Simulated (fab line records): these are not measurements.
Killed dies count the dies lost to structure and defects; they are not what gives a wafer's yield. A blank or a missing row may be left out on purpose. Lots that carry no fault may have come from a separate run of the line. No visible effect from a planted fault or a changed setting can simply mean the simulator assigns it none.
fab line records	flow gf180mcu
record: lots: 11	wafers: 32	last-day: 34
route steps=602 shown M4@458 V4@499 MIM@505
lots that met no fault: from a run of the same line without faults
start-h: the number of hours between the record's first day and the start of the first shown wafer of the lot	wait-h: hours since the lot's step before	" unchanged from the row above	L1.1+2: a single row standing in for several wafers	- no value, or no start given	* or withheld: withheld	< > ~ a bound
route shown NAME@n: a module of which the file shows steps, and the number in the route of the first	usual: average and standard deviation across the fault-free wafers	same: alike in all rows	chamber/n: place in a boat	sites: the reading at each site	_std_site: the values' standard deviation	_edge_site: outer sites' mean less inner sites'	radius-mm: for every site, how far away it sits from the centre of the wafer	mask NAME#n: copy n	behind: the last tool/chamber to shape the wafer	hold: the reason the lot was held/the length of the hold in hours/how it ended	device: names the non-switching transistor (n, p or np)	end of line: the tests these same wafers got at the end of their route	a step with no rows: only its recipe	killed: dies lost to structure and defects at the first sort, not the wafer's yield	map: the dies of a wafer, with x for killed, . for not killed, _ for no die there
set.NAME: the run value of the setting; set.NAME@STEP: its run value at that earlier step	model.NAME: the simulator's own value behind a step, which no gauge read
the route's steps for a sample of lots (tables are steps, rows are wafers)
services: from which hour (start-h, from the record's first day; less than 0 if before it) a tool's chamber was out of use, for how many hours, and why
== steps ==
step: GF_M4_SPUTTER_02
recipe: material: AlCu	target-thk-nm: 450	power-w: 10600	time-s: 23.9	chamber-pressure-pa: 0.4
usual: throttle-valve-pct: 30.0/1
lot.wafer	tool	chamber	start-h	wait-h	throttle-valve-pct
L199.3	pvd-sputter-02	-	522.28	0.0	30.1
L199.4	"	-	"	"	29.7
L199.6	"	-	"	"	31.6
L201.1	pvd-sputter-02	-	537.51	0.0	27.3
L201.5	"	-	"	"	27.2
L201.6	"	-	"	"	30.4
L202.1	pvd-sputter-03	-	554.57	0.0	29.6
L202.2	"	-	"	"	31.2
L202.4	"	-	"	"	29.2
L204.3	pvd-sputter-04	-	565.25	0.0	31.2
L204.4	"	-	"	"	30.2
L204.5	"	-	"	"	29.2
L205.1	pvd-sputter-03	-	576.51	0.0	29.1
L205.3	"	-	"	"	31.4
L205.5	"	-	"	"	31.3
L208.3	pvd-sputter-02	-	597.03	0.0	29.7
L208.5	"	-	"	"	29.9
L213.4	pvd-sputter-02	-	648.69	0.0	27.1
L213.5	"	-	"	"	31.7
L213.6	"	-	"	"	30.2
L216.1	pvd-sputter-03	-	665.30	0.0	29.6
L216.3	"	-	"	"	29.3
L216.5	"	-	"	"	29.8
L218.2	pvd-sputter-04	-	678.49	0.0	30.9
L218.4	"	-	"	"	30.4
L218.5	"	-	"	"	29.9
L220.3	pvd-sputter-03	-	688.96	0.0	29.6
L220.4	"	-	"	"	31.1
L220.5	"	-	"	"	30.0
L221.2	pvd-sputter-04	-	697.79	0.0	30.5
L221.3	"	-	"	"	31.3
L221.4	"	-	"	"	29.6
step: GF_V4_CVD_23
recipe: material: W	target-thk-nm: 350	time-s: 104.9	temp-c: 400	pressure-torr: 40
usual: heater-power-w: 794/50	susceptor-temp-C: 400.07/0.24
lot.wafer	tool	chamber	start-h	wait-h	heater-power-w	since-wet-clean-h	susceptor-temp-C
L199.3	cvd-w-01	1	569.77	0.1	877	-	399.45
L199.4	"	1	"	"	887	-	399.63
L199.6	"	1	"	"	852	-	399.62
L201.1	cvd-w-01	0	584.46	0.0	763	180	400.10
L201.5	"	0	"	"	764	-	400.28
L201.6	"	1	"	"	871	-	400.49
L202.1	cvd-w-01	1	600.57	0.0	870	197	399.97
L202.2	"	0	"	"	776	197	400.14
L202.4	"	0	"	"	754	-	400.26
L204.3	cvd-w-02	1	609.60	0.1	769	-	399.94
L204.4	"	0	"	"	756	-	400.07
L204.5	"	0	"	"	776	-	399.90
L205.1	cvd-w-01	1	621.07	0.0	875	217	399.95
L205.3	"	1	"	"	880	-	399.87
L205.5	"	0	"	"	752	-	399.85
L208.3	cvd-w-01	0	640.55	0.1	765	-	399.81
L208.5	"	0	"	"	767	-	400.21
L213.4	cvd-w-02	1	690.50	0.1	775	-	399.82
L213.5	"	1	"	"	796	-	399.68
L213.6	"	0	"	"	738	-	399.90
L216.1	cvd-w-01	1	705.06	0.0	885	301	400.35
L216.3	"	1	"	"	873	-	400.24
L216.5	"	1	"	"	876	-	400.15
L218.2	cvd-w-01	1	716.91	0.0	871	313	400.28
L218.4	"	1	"	"	865	-	400.45
L218.5	"	1	"	"	863	-	400.36
L220.3	cvd-w-01	1	727.80	0.1	866	-	399.83
L220.4	"	0	"	"	747	-	400.00
L220.5	"	1	"	"	868	-	399.85
L221.2	cvd-w-01	0	734.86	0.0	754	331	399.94
L221.3	"	0	"	"	781	-	400.03
L221.4	"	1	"	"	873	-	400.09
step: GF_V4_RS_MEAS_24
recipe: thk-meas-gauge: four-point-probe	reads: W_of_V4_CVD_23+TiN_of_V4_SPUTTER_22+Ti_of_V4_SPUTTER_21
usual: V4_W_RS: 0.326/0.004
lot.wafer	tool	chamber	start-h	wait-h	hold	V4_W_RS[ohm/sq]
L199.3	film-metro-03	-	569.96	0.2	-	0.323
L199.4	"	-	"	"	-	0.321
L199.6	"	-	"	"	-	0.322
L201.1	film-metro-01	-	584.57	0.1	-	0.327
L201.5	"	-	"	"	-	0.326
L201.6	"	-	"	"	-	0.325
L202.1	film-metro-03	-	600.68	0.1	-	0.326
L202.2	"	-	"	"	-	0.330
L202.4	"	-	"	"	-	0.325
L204.3	film-metro-04	-	609.72	0.1	-	0.319
L204.4	"	-	"	"	-	0.324
L204.5	"	-	"	"	-	0.323
L205.1	film-metro-01	-	621.18	0.1	await-dispo/0.2h/release	0.325
L205.3	"	-	"	"	await-dispo/0.2h/release	0.330
L205.5	"	-	"	"	await-dispo/0.2h/release	0.210
L205.1	film-metro-01	-	621.47	0.3	-	0.326
L205.3	"	-	"	"	-	0.331
L205.5	"	-	"	"	-	0.209
L208.3	film-metro-01	-	640.69	0.1	await-dispo/0.2h/release	0.324
L208.5	"	-	"	"	await-dispo/0.2h/release	0.208
L208.3	film-metro-01	-	640.97	0.3	-	0.324
L208.5	"	-	"	"	-	0.208
L213.4	film-metro-03	-	690.63	0.1	-	0.325
L213.5	"	-	"	"	-	0.323
L213.6	"	-	"	"	-	0.325
L216.1	film-metro-04	-	705.17	0.1	-	0.326
L216.3	"	-	"	"	-	0.325
L216.5	"	-	"	"	-	0.324
L218.2	film-metro-04	-	717.04	0.1	-	0.340
L218.4	"	-	"	"	-	0.334
L218.5	"	-	"	"	-	0.341
L220.3	film-metro-04	-	727.95	0.1	-	0.326
L220.4	"	-	"	"	-	0.328
L220.5	"	-	"	"	-	0.329
L221.2	film-metro-03	-	734.99	0.1	-	0.331
L221.3	"	-	"	"	-	0.330
L221.4	"	-	"	"	-	0.327
step: GF_V4_THK_MEAS_25
recipe: thk-meas-gauge: xrf	reads: W_of_V4_CVD_23
usual: V4_W_THK: 351/6.9
lot.wafer	tool	chamber	start-h	wait-h	hold	V4_W_THK[nm]
L199.3	film-metro-03	-	570.06	0.1	-	344
L199.4	"	-	"	"	-	345
L199.6	"	-	"	"	-	345
L201.1	film-metro-01	-	584.69	0.1	-	358
L201.5	"	-	"	"	-	358
L201.6	"	-	"	"	-	359
L202.1	film-metro-03	-	600.80	0.1	-	347
L202.2	"	-	"	"	-	341
L202.4	"	-	"	"	-	348
L204.3	film-metro-04	-	609.82	0.1	-	359
L204.4	"	-	"	"	-	355
L204.5	"	-	"	"	-	353
L205.1	film-metro-01	-	625.82	4.3	await-dispo/0.2h/release	358
L205.3	"	-	"	"	await-dispo/0.2h/release	354
L205.5	"	-	"	"	await-dispo/0.2h/release	560
L205.1	film-metro-01	-	626.05	0.2	-	359
L205.3	"	-	"	"	-	352
L205.5	"	-	"	"	-	557
L208.3	film-metro-01	-	643.55	2.6	await-dispo/0.2h/release	361
L208.5	"	-	"	"	await-dispo/0.2h/release	558
L208.3	film-metro-01	-	643.78	0.2	-	358
L208.5	"	-	"	"	-	559
L213.4	film-metro-03	-	690.72	0.1	-	344
L213.5	"	-	"	"	-	348
L213.6	"	-	"	"	-	347
L216.1	film-metro-04	-	705.29	0.1	-	354
L216.3	"	-	"	"	-	353
L216.5	"	-	"	"	-	356
L218.2	film-metro-04	-	717.15	0.1	-	339
L218.4	"	-	"	"	-	345
L218.5	"	-	"	"	-	337
L220.3	film-metro-04	-	728.05	0.1	-	353
L220.4	"	-	"	"	-	351
L220.5	"	-	"	"	-	349
L221.2	film-metro-03	-	735.10	0.1	-	342
L221.3	"	-	"	"	-	344
L221.4	"	-	"	"	-	346
step: GF_V4_CMP_26
recipe: stop-on: SiO2	down-force-psi: 3.5	platen-rpm: 60	t-overpolish-s: 15	target-thk-nm: 0	pad-velocity-m-s: 0.94248
usual: motor-current-A: 11.2/1.5	time-to-endpoint-s: 83/3.3
lot.wafer	tool	chamber	start-h	wait-h	hold	motor-current-A	time-to-endpoint-s
L199.4	cmp-02	3	570.10	0.0	-	15.1	77
L199.3	"	1	"	"	-	11.4	84
L199.6	"	3	"	"	-	15.1	80
L201.1	cmp-02	2	584.80	0.1	-	11.3	80
L201.5	"	1	"	"	-	10.5	84
L201.6	"	2	"	"	-	10.8	79
L202.4	cmp-01	1	600.86	0.0	-	11.4	83
L202.2	"	2	"	"	-	10.2	85
L202.1	"	0	"	"	-	10.4	84
L204.3	cmp-02	0	609.96	0.1	-	11.3	84
L204.4	"	1	"	"	-	10.6	87
L204.5	"	3	"	"	-	15.3	81
L205.3	cmp-02	2	629.58	3.5	await-dispo/3.5h/release	11.5	84
L205.1	"	3	"	"	await-dispo/3.5h/release	15.1	82
L205.5	"	3	"	"	await-dispo/3.5h/release	14.7	128
L208.3	cmp-01	2	645.72	1.9	await-dispo/1.5h/release	9.8	88
L208.5	"	1	"	"	await-dispo/1.5h/release	11.7	136
L213.4	cmp-01	0	690.75	0.0	-	10.4	86
L213.5	"	0	"	"	-	10.4	87
L213.6	"	1	"	"	-	11.3	86
L216.1	cmp-01	2	706.50	1.2	-	10.4	85
L216.3	"	0	"	"	-	10.3	84
L216.5	"	1	"	"	-	11.5	81
L218.2	cmp-02	2	717.25	0.1	-	10.7	78
L218.4	"	3	"	"	-	15.3	79
L218.5	"	1	"	"	-	10.9	82
L220.4	cmp-02	2	728.14	0.1	-	11.2	81
L220.3	"	3	"	"	-	15.1	84
L220.5	"	2	"	"	-	10.8	82
L221.2	cmp-01	0	735.15	0.0	-	10.6	83
L221.4	"	1	"	"	-	11.2	80
L221.3	"	3	"	"	-	9.5	80
step: GF_MIM_SPUTTER_02
recipe: material: AlCu	target-thk-nm: 450	power-w: 10600	time-s: 23.9	chamber-pressure-pa: 0.4
usual: throttle-valve-pct: 29.9/1.3
lot.wafer	tool	chamber	start-h	wait-h	throttle-valve-pct
L199.3	pvd-sputter-02	-	570.53	0.0	31.6
L199.4	"	-	"	"	27.4
L199.6	"	-	"	"	31.6
L201.1	pvd-sputter-02	-	585.18	0.0	29.7
L201.5	"	-	"	"	29.9
L201.6	"	-	"	"	31.8
L202.1	pvd-sputter-02	-	601.29	0.0	30.0
L202.2	"	-	"	"	30.3
L202.4	"	-	"	"	31.7
L204.3	pvd-sputter-02	-	610.29	0.0	30.2
L204.4	"	-	"	"	31.7
L204.5	"	-	"	"	30.4
L205.1	pvd-sputter-03	-	630.01	0.0	31.2
L205.3	"	-	"	"	30.1
L205.5	"	-	"	"	29.8
L208.3	pvd-sputter-02	-	646.10	0.0	27.0
L208.5	"	-	"	"	29.7
L213.4	pvd-sputter-03	-	691.18	0.0	29.5
L213.5	"	-	"	"	29.8
L213.6	"	-	"	"	31.4
L216.1	pvd-sputter-02	-	706.88	0.0	29.8
L216.3	"	-	"	"	31.6
L216.5	"	-	"	"	31.5
L218.2	pvd-sputter-03	-	717.63	0.0	29.6
L218.4	"	-	"	"	29.9
L218.5	"	-	"	"	31.5
L220.3	pvd-sputter-01	-	728.52	0.0	30.0
L220.4	"	-	"	"	29.6
L220.5	"	-	"	"	31.3
L221.2	pvd-sputter-03	-	735.58	0.0	29.8
L221.3	"	-	"	"	29.9
L221.4	"	-	"	"	31.1
step: GF_MIM_SPUTTER_08
recipe: material: AlCu	target-thk-nm: 200	power-w: 10600	time-s: 10.6	chamber-pressure-pa: 0.4
usual: throttle-valve-pct: 29.9/1.3
lot.wafer	tool	chamber	start-h	wait-h	throttle-valve-pct
L199.3	pvd-sputter-01	-	570.76	0.0	30.2
L199.4	"	-	"	"	29.8
L199.6	"	-	"	"	31.4
L201.1	pvd-sputter-03	-	585.41	0.0	29.8
L201.5	"	-	"	"	29.7
L201.6	"	-	"	"	29.2
L202.1	pvd-sputter-02	-	601.52	0.0	29.7
L202.2	"	-	"	"	31.6
L202.4	"	-	"	"	30.1
L204.3	pvd-sputter-03	-	610.52	0.0	29.8
L204.4	"	-	"	"	31.3
L204.5	"	-	"	"	30.1
L205.1	pvd-sputter-02	-	630.24	0.0	29.6
L205.3	"	-	"	"	27.4
L205.5	"	-	"	"	30.5
L208.3	pvd-sputter-03	-	646.34	0.0	29.6
L208.5	"	-	"	"	29.3
L213.4	pvd-sputter-01	-	691.41	0.0	30.1
L213.5	"	-	"	"	29.7
L213.6	"	-	"	"	30.1
L216.1	pvd-sputter-03	-	707.10	0.0	29.5
L216.3	"	-	"	"	29.3
L216.5	"	-	"	"	29.5
L218.2	pvd-sputter-02	-	717.86	0.0	27.1
L218.4	"	-	"	"	27.0
L218.5	"	-	"	"	29.8
L220.3	pvd-sputter-02	-	728.75	0.0	31.7
L220.4	"	-	"	"	27.5
L220.5	"	-	"	"	27.0
L221.2	pvd-sputter-01	-	735.81	0.0	31.0
L221.3	"	-	"	"	30.2
L221.4	"	-	"	"	30.2
== services ==
tool	chamber	start-h	hours	kind
pvd-sputter-04	-	507.40	3.2	repair
pvd-sputter-02	-	553.83	7.9	repair
pvd-sputter-02	-	555.99	1.7	repair
cvd-w-01	0	569.57	4.3	repair
cmp-02	-	570.47	2.0	repair
pvd-sputter-01	-	571.19	80.4	repair
cmp-01	-	572.00	4.0	pm
pvd-sputter-03	-	600.12	2.1	repair
cmp-02	-	615.09	1.5	repair
cmp-01	-	615.68	1.2	repair
cmp-01	-	630.79	5.5	repair
pvd-sputter-01	-	638.99	6.8	repair
cmp-02	-	644.14	0.5	repair
cvd-w-01	-	653.34	14.6	pm
pvd-sputter-01	-	661.86	2.3	repair
cmp-02	-	663.74	3.4	pm
pvd-sputter-03	-	666.79	4.2	repair
cvd-w-01	-	667.94	2.8	pm
pvd-sputter-02	-	679.53	2.9	repair
cmp-01	-	681.98	5.4	pm
pvd-sputter-02	-	685.77	1.0	repair
cmp-02	-	701.18	7.0	pm
pvd-sputter-01	-	704.52	15.2	repair
pvd-sputter-01	-	716.77	3.0	repair
== key ==
first-sign: step: GF_V4_RS_MEAS_24	reading: visit	direction: added
effect: step: GF_V4_RS_MEAS_24	reading: V4_W_RS	direction: down	sigmas: 30	usual: 0.326	struck: 0.209
effect: step: GF_V4_THK_MEAS_25	reading: visit	direction: added
effect: step: GF_V4_THK_MEAS_25	reading: V4_W_THK	direction: up	sigmas: 30	usual: 351	struck: 559
effect: step: GF_V4_CMP_26	reading: time-to-endpoint-s	direction: up	sigmas: 15	usual: *	struck: *
met-at GF_V4_CVD_23
struck-lots L205,L208
struck-wafers L205.5,L208.5
not-acting-at GF_M4_SPUTTER_02,GF_MIM_SPUTTER_02,GF_MIM_SPUTTER_08
onset-between 600.57 621.07
fault: kind: process-parameter-drift	tool: cvd-w-01	chamber: -	onset-h: 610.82	steps: GF_V4_CVD_23	channel: target-thk-nm	offset: 199.45	shape: step	end-h: 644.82	scope: struck-wafers-only	acts-in: these-recipes-only	stated: 350
